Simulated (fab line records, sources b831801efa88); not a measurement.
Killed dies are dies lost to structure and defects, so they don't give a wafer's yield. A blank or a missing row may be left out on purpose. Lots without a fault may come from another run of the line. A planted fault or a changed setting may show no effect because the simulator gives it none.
fab line records | flow gf180mcu | part 1 of 2: steps 1 to 25 of 37
record lots=5 wafers=15 last_day=34
route steps=602 shown VT_IMPLANT@111 MVSD@136 NWELL@137 LVPWELL@138 MVPSD@139 DUAL_GATE@141
lots that met no fault: from a run of the same line without faults
start_h: hours from the record's first day to the start of the lot's first wafer shown | wait_h: hours since the lot's step before | " the same as in the row above | L1.1+2: a row that stands for several wafers | - no value, or no start given | * or withheld: withheld | < > ~ a bound
route shown NAME@n: a module of which the file shows steps, and the number in the route of the first | usual: mean/standard deviation of fault-free wafers | same: alike in all rows | chamber/n: place in a boat | sites: the reading at each site | _std_site: their standard deviation | _edge_site: outer sites' mean less inner sites' | radius_mm: how far each site lies from the wafer's centre | mask NAME#n: copy n | behind: the tool/chamber that last shaped the wafer | hold: why the lot was held/for how many hours/how that ended | device: the transistor (n, p or np) that didn't switch | end of line: the same wafers' tests at the end of the route | a step without rows: its recipe alone | killed: dies lost to structure and defects at the first sort, not the wafer's yield | map: a wafer's dies, x killed, . not, _ none there
set.NAME: the setting as run; set.NAME@STEP: as run at that earlier step | model.NAME: the simulator's own value behind a step, which no gauge read
lots at some steps of the route; a table a step, a row a wafer
services: from which hour (start_h, from the record's first day; less than 0 if before it) a tool's chamber was out of use, for how many hours, and why
## steps
# step GF_VT_IMPLANT_TW_MEAS_21
# usual VT_IMPLANT_2_TW=1218/19
# columns lot.wafer tool chamber start_h wait_h VT_IMPLANT_2_TW
L074.1 film_metro-01 - 124.98 0.1 1194
L074.2 " - " " 1191
L074.6 " - " " 1193
L087.4 film_metro-01 - 206.71 0.1 1205
L087.5 " - " " 1206
L087.6 " - " " 1202
L093.1 film_metro-03 - 244.47 0.1 1241
L093.2 " - " " 1239
L093.4 " - " " 1243
L094.1 film_metro-02 - 252.92 0.1 1201
L094.4 " - " " 1201
L094.6 " - " " 1202
L097.1 film_metro-03 - 268.82 0.1 1233
L097.2 " - " " 1237
L097.4 " - " " 1235
# step GF_VT_IMPLANT_DEHYDRATE_22
# recipe temp_c=200 time_s=60
# usual plate_temp_C=199.94/0.16
# columns lot.wafer tool chamber start_h wait_h plate_temp_C
L074.1 litho_track-03 0 132.09 7.1 199.92
L074.2 " 0 " " 199.92
L074.6 " 0 " " 199.81
L087.4 litho_track-03 0 214.96 8.2 200.03
L087.5 " 0 " " 199.98
L087.6 " 0 " " 200.18
L093.1 litho_track-04 0 252.95 8.5 200.07
L093.2 " 0 " " 199.82
L093.4 " 0 " " 200.07
L094.1 litho_track-02 0 261.09 8.2 199.70
L094.4 " 0 " " 200.03
L094.6 " 0 " " 200.01
L097.1 litho_track-02 0 277.89 9.1 200.05
L097.2 " 0 " " 199.78
L097.4 " 0 " " 199.93
# step GF_VT_IMPLANT_HMDS_23
# recipe prime_time_s=60 prime_temp_c=120
# usual prime_temp_c=119.99/0.14
# columns lot.wafer tool chamber start_h wait_h prime_temp_c
L074.1 litho_track-03 0 132.24 0.1 120.02
L074.2 " 0 " " 120.07
L074.6 " 0 " " 119.86
L087.4 litho_track-03 0 215.11 0.1 120.06
L087.5 " 0 " " 119.84
L087.6 " 0 " " 119.93
L093.1 litho_track-04 0 253.10 0.1 120.06
L093.2 " 0 " " 120.07
L093.4 " 0 " " 120.14
L094.1 litho_track-02 0 261.24 0.1 119.96
L094.4 " 0 " " 120.01
L094.6 " 0 " " 119.97
L097.1 litho_track-02 0 278.04 0.1 120.08
L097.2 " 0 " " 120.17
L097.4 " 0 " " 119.94
# step GF_VT_IMPLANT_COAT_24
# recipe resist=NOVOLAK spin_rpm=3000 resist_thk_nm=1000
# columns lot.wafer tool chamber start_h wait_h
L074.1+2+6 litho_track-03 0 132.39 0.1
L087.4+5+6 litho_track-03 0 215.26 0.1
L093.1+2+4 litho_track-04 0 253.25 0.1
L094.1+4+6 litho_track-02 0 261.39 0.1
L097.1+2+4 litho_track-02 0 278.19 0.1
# step GF_VT_IMPLANT_SOFTBAKE_25
# recipe temp_c=90 time_s=60 resist=NOVOLAK
# usual plate_temp_C=89.99/0.11
# columns lot.wafer tool chamber start_h wait_h plate_temp_C
L074.1 litho_track-03 0 132.54 0.1 90.13
L074.2 " 0 " " 90.12
L074.6 " 0 " " 90.21
L087.4 litho_track-03 0 215.41 0.1 90.08
L087.5 " 0 " " 90.15
L087.6 " 0 " " 89.85
L093.1 litho_track-04 0 253.40 0.1 90.02
L093.2 " 0 " " 90.17
L093.4 " 0 " " 90.08
L094.1 litho_track-02 0 261.54 0.1 90.04
L094.4 " 0 " " 89.73
L094.6 " 0 " " 90.03
L097.1 litho_track-02 0 278.34 0.1 90.05
L097.2 " 0 " " 90.21
L097.4 " 0 " " 90.19
# step GF_VT_IMPLANT_EXPOSE_26
# recipe mask_id=LVPWELL_HV_AREA target_cd_nm=860 na=0.6 source_shape=conventional sigma_outer=0.6 dose_mj=140
# usual focus_offset_nm=0.0/0.59
# columns lot.wafer tool chamber start_h wait_h mask focus_offset_nm
L074.1 iline_stepper-01 0 - - LVPWELL_HV_AREA#0 0.4
L074.2 " 0 " " LVPWELL_HV_AREA#0 0.2
L074.6 " 0 " " LVPWELL_HV_AREA#0 -1.1
L087.4 iline_stepper-01 0 - - LVPWELL_HV_AREA#0 0.9
L087.5 " 0 " " LVPWELL_HV_AREA#0 -0.1
L087.6 " 0 " " LVPWELL_HV_AREA#0 -0.1
L093.1 iline_stepper-01 0 - - LVPWELL_HV_AREA#0 0.4
L093.2 " 0 " " LVPWELL_HV_AREA#0 -0.1
L093.4 " 0 " " LVPWELL_HV_AREA#0 0.4
L094.1 iline_stepper-02 0 - - LVPWELL_HV_AREA#0 0.2
L094.4 " 0 " " LVPWELL_HV_AREA#0 0.8
L094.6 " 0 " " LVPWELL_HV_AREA#0 -0.3
L097.1 iline_stepper-02 0 - - LVPWELL_HV_AREA#0 -0.2
L097.2 " 0 " " LVPWELL_HV_AREA#0 -0.1
L097.4 " 0 " " LVPWELL_HV_AREA#0 -0.8
# step GF_VT_IMPLANT_PEB_27
# recipe temp_c=withheld time_s=* resist=NOVOLAK
# columns lot.wafer tool chamber start_h wait_h
L074.1+2+6 litho_track-04 0 - -
L087.4+5+6 litho_track-02 0 - -
L093.1+2+4 litho_track-04 0 - -
L094.1+4+6 litho_track-04 0 - -
L097.1+2+4 litho_track-04 0 - -
# step GF_VT_IMPLANT_DEVELOP_28
# recipe develop_time_s=60 dev_temp_c=23
# columns lot.wafer tool chamber start_h wait_h
L074.1+2+6 litho_track-04 0 139.95 0.1
L087.4+5+6 litho_track-02 0 223.61 0.1
L093.1+2+4 litho_track-04 0 262.50 0.1
L094.1+4+6 litho_track-04 0 271.69 0.1
L097.1+2+4 litho_track-04 0 288.39 0.1
# step GF_VT_IMPLANT_OVL_MEAS_29
# usual VT_IMPLANT_02_OVL=-0.3/1.6
# columns lot.wafer tool chamber start_h wait_h VT_IMPLANT_02_OVL[nm]
L074.1 overlay-02 - 140.10 0.1 1.5
L074.2 " - " " 2.4
L074.6 " - " " 3.2
L087.4 overlay-02 - 223.71 0.1 -1.1
L087.5 " - " " 1.0
L087.6 " - " " 0.6
L093.1 overlay-01 - 262.65 0.1 -0.2
L093.2 " - " " -0.7
L093.4 " - " " 0.5
L094.1 overlay-01 - 271.84 0.1 0.5
L094.4 " - " " 0.4
L094.6 " - " " 0.1
L097.1 overlay-01 - 288.54 0.1 0.5
L097.2 " - " " -0.7
L097.4 " - " " 0.9
# step GF_VT_IMPLANT_IMPLANT_30
# recipe species=B energy_kev=25 dose_cm2=2.534e+12 tilt_deg=7
# usual end_station_pressure_torr=5e-06/2.7e-07 tilt_deg=7.003/0.02
# columns lot.wafer tool chamber start_h wait_h end_station_pressure_torr tilt_deg
L074.1 implanter-04 0 140.13 0.0 5.12e-06 6.974
L074.2 " 0 " " 4.84e-06 6.947
L074.6 " 0 " " 5.09e-06 6.997
L087.4 implanter-03 0 223.80 0.1 5.06e-06 6.975
L087.5 " 0 " " 4.96e-06 6.997
L087.6 " 0 " " 5.2e-06 7.026
L093.1 implanter-04 0 262.68 0.0 4.5e-06 6.977
L093.2 " 0 " " 5e-06 6.989
L093.4 " 0 " " 4.56e-06 6.996
L094.1 implanter-01 0 271.88 0.0 5.39e-06 7.008
L094.4 " 0 " " 4.98e-06 6.986
L094.6 " 0 " " 4.92e-06 7.008
L097.1 implanter-01 0 288.58 0.0 4.85e-06 7.009
L097.2 " 0 " " 4.93e-06 7.014
L097.4 " 0 " " 4.79e-06 6.998
# step GF_VT_IMPLANT_STRIP_31
# recipe chemistry=O2/N2 power_w=1400 pressure_mtorr=1500 platen_temp_c=250 o2_flow_sccm=3000 n2_flow_sccm=300 overash_fraction=0.5
# usual drypump_motor_current_A=5.8/0.52 heater_power_w=338/24 o2_flow_sccm=3002/9 oes_product_au=0.716/0.0041 strip_time_to_endpoint_s=12.64/0.046
# columns lot.wafer tool chamber start_h wait_h drypump_motor_current_A heater_power_w o2_flow_sccm oes_product_au rf_hours_counter_h strip_time_to_endpoint_s
L074.1 plasma_asher-02 0 140.28 0.1 5.4 304 2995 0.713 2 12.65
L074.2 " 1 " " 5.6 313 2997 0.720 2 12.64
L074.6 " 1 " " 5.7 309 3009 0.717 - 12.66
L087.4 plasma_asher-01 0 223.91 0.1 6.6 325 3001 0.716 - 12.64
L087.5 " 0 " " 6.6 329 2998 0.718 - 12.63
L087.6 " 1 " " 5.1 335 2994 0.717 - 12.60
L093.1 plasma_asher-03 0 262.83 0.1 5.6 347 3003 0.717 68 12.63
L093.2 " 1 " " 6.0 379 2980 0.716 68 12.64
L093.4 " 1 " " 6.0 380 3003 0.725 - 12.65
L094.1 plasma_asher-02 1 272.03 0.1 5.7 312 3006 0.723 16 12.65
L094.4 " 0 " " 5.5 298 3004 0.723 - 12.63
L094.6 " 1 " " 5.7 327 3001 0.715 - 12.68
L097.1 plasma_asher-02 1 288.73 0.1 5.7 313 3015 0.719 17 12.65
L097.2 " 0 " " 5.4 307 2989 0.715 17 12.65
L097.4 " 1 " " 5.7 321 3010 0.716 - 12.63
# step GF_VT_IMPLANT_TW_MEAS_32
# usual VT_IMPLANT_3_TW=269/3.9
# columns lot.wafer tool chamber start_h wait_h VT_IMPLANT_3_TW
L074.1 film_metro-02 - 140.38 0.1 266
L074.2 " - " " 267
L074.6 " - " " 267
L087.4 film_metro-01 - 224.00 0.1 265
L087.5 " - " " 265
L087.6 " - " " 266
L093.1 film_metro-01 - 262.93 0.1 267
L093.2 " - " " 268
L093.4 " - " " 266
L094.1 film_metro-02 - 272.13 0.1 266
L094.4 " - " " 267
L094.6 " - " " 266
L097.1 film_metro-02 - 288.83 0.1 267
L097.2 " - " " 267
L097.4 " - " " 267
# step GF_VT_IMPLANT_DEHYDRATE_33
# recipe temp_c=200 time_s=60
# usual plate_temp_C=200.01/0.15
# columns lot.wafer tool chamber start_h wait_h plate_temp_C
L074.1 litho_track-03 0 147.59 7.2 200.09
L074.2 " 0 " " 199.95
L074.6 " 0 " " 199.73
L087.4 litho_track-02 0 232.71 8.7 200.16
L087.5 " 0 " " 199.97
L087.6 " 0 " " 200.28
L093.1 litho_track-04 0 272.74 9.8 199.92
L093.2 " 0 " " 200.01
L093.4 " 0 " " 200.09
L094.1 litho_track-04 0 280.84 8.7 200.01
L094.4 " 0 " " 199.93
L094.6 " 0 " " 200.30
L097.1 litho_track-04 0 298.19 9.4 199.82
L097.2 " 0 " " 200.07
L097.4 " 0 " " 199.74
# step GF_VT_IMPLANT_HMDS_34
# recipe prime_time_s=60 prime_temp_c=120
# usual prime_temp_c=120.00/0.15
# columns lot.wafer tool chamber start_h wait_h prime_temp_c
L074.1 litho_track-03 0 147.74 0.1 119.86
L074.2 " 0 " " 119.91
L074.6 " 0 " " 120.07
L087.4 litho_track-02 0 232.86 0.1 119.95
L087.5 " 0 " " 119.87
L087.6 " 0 " " 120.01
L093.1 litho_track-04 0 272.89 0.1 120.08
L093.2 " 0 " " 120.16
L093.4 " 0 " " 119.95
L094.1 litho_track-04 0 280.99 0.1 119.86
L094.4 " 0 " " 119.95
L094.6 " 0 " " 120.15
L097.1 litho_track-04 0 298.34 0.1 120.05
L097.2 " 0 " " 119.80
L097.4 " 0 " " 119.93
# step GF_VT_IMPLANT_COAT_35
# recipe resist=NOVOLAK spin_rpm=3000 resist_thk_nm=1000
# columns lot.wafer tool chamber start_h wait_h
L074.1+2+6 litho_track-03 0 147.89 0.1
L087.4+5+6 litho_track-02 0 233.01 0.1
L093.1+2+4 litho_track-04 0 273.04 0.1
L094.1+4+6 litho_track-04 0 281.14 0.1
L097.1+2+4 litho_track-04 0 298.49 0.1
# step GF_VT_IMPLANT_SOFTBAKE_36
# recipe temp_c=90 time_s=60 resist=NOVOLAK
# usual plate_temp_C=90.00/0.12
# columns lot.wafer tool chamber start_h wait_h plate_temp_C
L074.1 litho_track-03 0 148.04 0.1 90.05
L074.2 " 0 " " 89.98
L074.6 " 0 " " 90.05
L087.4 litho_track-02 0 233.16 0.1 89.87
L087.5 " 0 " " 89.89
L087.6 " 0 " " 89.99
L093.1 litho_track-04 0 273.19 0.1 90.02
L093.2 " 0 " " 90.05
L093.4 " 0 " " 89.97
L094.1 litho_track-04 0 281.29 0.1 90.17
L094.4 " 0 " " 90.26
L094.6 " 0 " " 90.06
L097.1 litho_track-04 0 298.64 0.1 89.94
L097.2 " 0 " " 89.97
L097.4 " 0 " " 90.05
# step GF_VT_IMPLANT_EXPOSE_37
# recipe mask_id=Nwell_HV_AREA target_cd_nm=860 na=0.6 source_shape=conventional sigma_outer=0.6 dose_mj=140
# usual focus_offset_nm=0.0/0.58
# columns lot.wafer tool chamber start_h wait_h mask focus_offset_nm
L074.1 iline_stepper-02 0 - - Nwell_HV_AREA#0 1.2
L074.2 " 0 " " Nwell_HV_AREA#0 0.5
L074.6 " 0 " " Nwell_HV_AREA#0 0.5
L087.4 iline_stepper-01 0 - - Nwell_HV_AREA#0 0.0
L087.5 " 0 " " Nwell_HV_AREA#0 0.2
L087.6 " 0 " " Nwell_HV_AREA#0 0.0
L093.1 iline_stepper-01 0 - - Nwell_HV_AREA#0 0.6
L093.2 " 0 " " Nwell_HV_AREA#0 1.0
L093.4 " 0 " " Nwell_HV_AREA#0 0.8
L094.1 iline_stepper-01 0 - - Nwell_HV_AREA#0 -0.3
L094.4 " 0 " " Nwell_HV_AREA#0 -0.4
L094.6 " 0 " " Nwell_HV_AREA#0 -0.9
L097.1 iline_stepper-02 0 - - Nwell_HV_AREA#0 0.6
L097.2 " 0 " " Nwell_HV_AREA#0 -0.1
L097.4 " 0 " " Nwell_HV_AREA#0 -0.3
# step GF_VT_IMPLANT_PEB_38
# recipe temp_c=withheld time_s=* resist=NOVOLAK
# columns lot.wafer tool chamber start_h wait_h
L074.1+2+6 litho_track-02 0 - -
L087.4+5+6 litho_track-03 0 - -
L093.1+2+4 litho_track-02 0 - -
L094.1+4+6 litho_track-02 0 - -
L097.1+2+4 litho_track-02 0 - -
# step GF_VT_IMPLANT_DEVELOP_39
# recipe develop_time_s=60 dev_temp_c=23
# columns lot.wafer tool chamber start_h wait_h
L074.1+2+6 litho_track-02 0 155.74 0.1
L087.4+5+6 litho_track-03 0 241.76 0.1
L093.1+2+4 litho_track-02 0 282.44 0.1
L094.1+4+6 litho_track-02 0 291.34 0.1
L097.1+2+4 litho_track-02 0 308.49 0.1
# step GF_VT_IMPLANT_OVL_MEAS_40
# usual VT_IMPLANT_03_OVL=0.3/1.5
# columns lot.wafer tool chamber start_h wait_h VT_IMPLANT_03_OVL[nm]
L074.1 overlay-01 - 155.89 0.1 -0.3
L074.2 " - " " -1.0
L074.6 " - " " -0.6
L087.4 overlay-01 - 241.85 0.1 0.8
L087.5 " - " " 0.8
L087.6 " - " " 1.6
L093.1 overlay-01 - 282.59 0.1 0.8
L093.2 " - " " -0.8
L093.4 " - " " -0.8
L094.1 overlay-02 - 291.49 0.1 -0.2
L094.4 " - " " 0.0
L094.6 " - " " 0.3
L097.1 overlay-01 - 308.64 0.1 2.5
L097.2 " - " " 2.0
L097.4 " - " " 2.0
# step GF_VT_IMPLANT_IMPLANT_41
# recipe species=As energy_kev=70 dose_cm2=1.013e+12 tilt_deg=7
# usual end_station_pressure_torr=4.96e-06/2.7e-07 tilt_deg=6.996/0.018
# columns lot.wafer tool chamber start_h wait_h end_station_pressure_torr tilt_deg
L074.1 implanter-04 0 155.93 0.0 5.07e-06 7.022
L074.2 " 0 " " 4.56e-06 7.019
L074.6 " 0 " " 4.98e-06 7.017
L087.4 implanter-04 0 241.95 0.1 5.24e-06 6.962
L087.5 " 0 " " 5.33e-06 6.959
L087.6 " 0 " " 5.13e-06 6.970
L093.1 implanter-01 0 282.62 0.0 4.67e-06 6.996
L093.2 " 0 " " 5.03e-06 6.999
L093.4 " 0 " " 5.07e-06 7.001
L094.1 implanter-04 0 291.52 0.0 4.87e-06 6.999
L094.4 " 0 " " 4.64e-06 7.021
L094.6 " 0 " " 4.75e-06 6.986
L097.1 implanter-04 0 308.67 0.0 4.47e-06 6.993
L097.2 " 0 " " 4.81e-06 7.007
L097.4 " 0 " " 4.87e-06 6.994
# step GF_VT_IMPLANT_STRIP_42
# recipe chemistry=O2/N2 power_w=1400 pressure_mtorr=1500 platen_temp_c=250 o2_flow_sccm=3000 n2_flow_sccm=300 overash_fraction=0.5
# usual drypump_motor_current_A=5.8/0.46 heater_power_w=338/26 o2_flow_sccm=3001/9 oes_product_au=0.716/0.0044 strip_time_to_endpoint_s=12.62/0.043
# columns lot.wafer tool chamber start_h wait_h drypump_motor_current_A heater_power_w o2_flow_sccm oes_product_au rf_hours_counter_h strip_time_to_endpoint_s
L074.1 plasma_asher-02 0 156.08 0.1 5.4 297 3012 0.716 4 12.57
L074.2 " 1 " " 5.7 314 2989 0.709 4 12.56
L074.6 " 0 " " 5.4 309 3009 0.716 - 12.58
L087.4 plasma_asher-02 0 242.05 0.1 5.5 301 3006 0.714 - 12.63
L087.5 " 1 " " 5.7 315 3007 0.718 - 12.62
L087.6 " 0 " " 5.4 303 3003 0.721 - 12.64
L093.1 plasma_asher-03 1 282.77 0.1 6.0 385 2992 0.720 70 12.58
L093.2 " 0 " " 5.6 349 3015 0.710 70 12.57
L093.4 " 0 " " 5.6 352 2991 0.715 - 12.55
L094.1 plasma_asher-02 0 291.67 0.1 5.4 303 2996 0.713 18 12.62
L094.4 " 1 " " 5.7 313 3009 0.721 - 12.60
L094.6 " 1 " " 5.7 314 3004 0.716 - 12.60
L097.1 plasma_asher-03 1 308.82 0.1 6.0 382 2993 0.716 73 12.58
L097.2 " 0 " " 5.6 343 2982 0.722 73 12.58
L097.4 " 1 " " 6.0 382 2985 0.712 - 12.59
# step GF_VT_IMPLANT_TW_MEAS_43
# usual VT_IMPLANT_4_TW=691/11
# columns lot.wafer tool chamber start_h wait_h VT_IMPLANT_4_TW
L074.1 film_metro-02 - 156.18 0.1 681
L074.2 " - " " 685
L074.6 " - " " 682
L087.4 film_metro-02 - 242.15 0.1 683
L087.5 " - " " 677
L087.6 " - " " 679
L093.1 film_metro-02 - 282.87 0.1 685
L093.2 " - " " 686
L093.4 " - " " 685
L094.1 film_metro-01 - 291.77 0.1 679
L094.4 " - " " 682
L094.6 " - " " 679
L097.1 film_metro-02 - 308.92 0.1 685
L097.2 " - " " 688
L097.4 " - " " 689
# step GF_VT_IMPLANT_CLEAN_44
# recipe chemistry=SC1/SC2 mix=1:4:20 temp_c=70 time_s=150 dry=n2_spin
# usual bath_guard_temp_C=70.0/0.34 bath_heat_duty_pct=13.9/1.2 temp_c=69.99/0.13
# columns lot.wafer tool chamber start_h wait_h bath_guard_temp_C bath_heat_duty_pct temp_c
L074.1 wet_bench-03 2 156.24 0.1 69.9 14.6 70.08
L074.2 " 2 " " 69.6 12.9 69.96
L074.6 " 2 " " 69.6 13.6 70.01
L087.4 wet_bench-01 0 242.18 0.0 70.4 14.4 70.03
L087.5 " 0 " " 70.6 14.6 69.97
L087.6 " 0 " " 70.3 14.5 70.04
L093.1 wet_bench-01 3 282.93 0.1 70.3 14.9 70.03
L093.2 " 3 " " 70.2 14.7 70.14
L093.4 " 3 " " 70.2 13.4 70.19
L094.1 wet_bench-01 3 291.83 0.1 70.5 12.7 70.07
L094.4 " 3 " " 70.1 14.1 69.96
L094.6 " 3 " " 70.1 14.6 69.98
L097.1 wet_bench-02 0 308.98 0.1 69.6 13.5 70.17
L097.2 " 0 " " 69.5 13.6 70.06
L097.4 " 0 " " 69.3 13.8 69.96
# step GF_VT_IMPLANT_RTA_45
# recipe temp_c=1050 time_s=30 ambient=N2
# usual lamp_power_pct=39/3.8 wafer_temp_C_max=1053.9/0.75
# columns lot.wafer tool chamber start_h wait_h lamp_power_pct wafer_temp_C_max
L074.1 rtp_anneal-01 0 156.29 0.0 34 1052.9
L074.2 " 0 " " 34 1053.6
L074.6 " 0 " " 34 1053.3
L087.4 rtp_anneal-02 0 242.29 0.1 42 1052.7
L087.5 " 0 " " 42 1053.2
L087.6 " 0 " " 42 1055.4
L093.1 rtp_anneal-01 0 282.98 0.0 34 1052.6
L093.2 " 0 " " 34 1052.5
L093.4 " 0 " " 34 1054.2
L094.1 rtp_anneal-01 0 291.89 0.0 34 1053.6
L094.4 " 0 " " 34 1053.5
L094.6 " 0 " " 34 1054.2
L097.1 rtp_anneal-02 0 309.03 0.0 42 1054.7
L097.2 " 0 " " 42 1053.2
L097.4 " 0 " " 42 1053.6
